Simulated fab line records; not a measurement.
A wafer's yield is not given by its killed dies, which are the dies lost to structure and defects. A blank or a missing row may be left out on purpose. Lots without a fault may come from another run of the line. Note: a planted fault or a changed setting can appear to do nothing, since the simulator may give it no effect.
Problem report, 8D (eight disciplines) form, completed by code    flow sky130    the parts of the form that need people (team, actions taken, sign-off) are left out

== 1. THE ISSUE ==
Mean of dose ions cm2 at SKY_NWELL_IMPLANT_12: 1.4322e+12 across 6 wafers in 2 lots; on wafers with no fault it is 1.3001e+12 (standard deviation 1.3e+09). That is +99 or more standard deviations from the usual mean.
Seen first at day 8 05:31 on implanter-01, wafer L370.3. The record has a number at this step for 18 wafers belonging to 6 lots. By rule, "out" or "out of limits" means more than 4 standard deviations away from the usual mean. Any other wafer with a number is counted as sound.

== 2. WHAT IT IS, AND WHAT IT ISN'T ==
question                     is                                 is not
which readings at this step  dose ions cm2, faraday current uA  -
which lots                   L370, L374                         L357, L361, L375, L377
which wafers of those lots   all that have a number             -
read on which tools          implanter-01                       implanter-04
when                         from day 8 05:31                   up to then (6 sound wafers); but 6 sound wafers of L375, L377 came after

== 3. SUSPECTS, AND WHAT RULES EACH OUT ==
Counting: a tool at any process step up to the reading remains a suspect when it ran all the lots that are out and ran no sound lot after the first of those.
- implanter-01 at SKY_NWELL_IMPLANT_12: kept. It processed each lot that is out, first L370 at day 8 05:31, and no sound lot thereafter; up to then, the last sound lot it processed was L361 at day 6 06:13. On those wafers its own readings are out: dose ions cm2, faraday current uA.
The count leaves implanter-01 at SKY_NWELL_IMPLANT_12.

== 4. THE CAUSE (what the simulator had put in) ==
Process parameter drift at SKY_NWELL_IMPLANT_12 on implanter-01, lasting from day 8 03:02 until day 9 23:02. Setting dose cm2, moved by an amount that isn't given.
The count eliminated every tool but this one.

== 5. THE EFFECT CHAIN, in route order ==
Each row: a reading where the mean over the struck wafers with a number is more than 3 standard deviations away from the usual. Readings are gone through only where the record gives a usual standard deviation; hours: the median, over the lots, of the time from a lot's start at the first step in this table giving one to that lot's start at this step; sigmas: the change measured in usual standard deviations.
hours  step                  reading             usual       on struck wafers  change       sigmas
0      SKY_NWELL_IMPLANT_12  dose ions cm2       1.3001e+12  1.4322e+12        +1.3212e+11  +99 or more
0      SKY_NWELL_IMPLANT_12  faraday current uA  7.33        8.15              +0.82        +5.4
Here are the process steps it includes:
- SKY_NWELL_IMPLANT_12

== 6. HOW IT WOULD HAVE BEEN CAUGHT EARLIER ==
In this record no reading fell out of limits until day 8 05:31, 2 hours after the fault had begun at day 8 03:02.
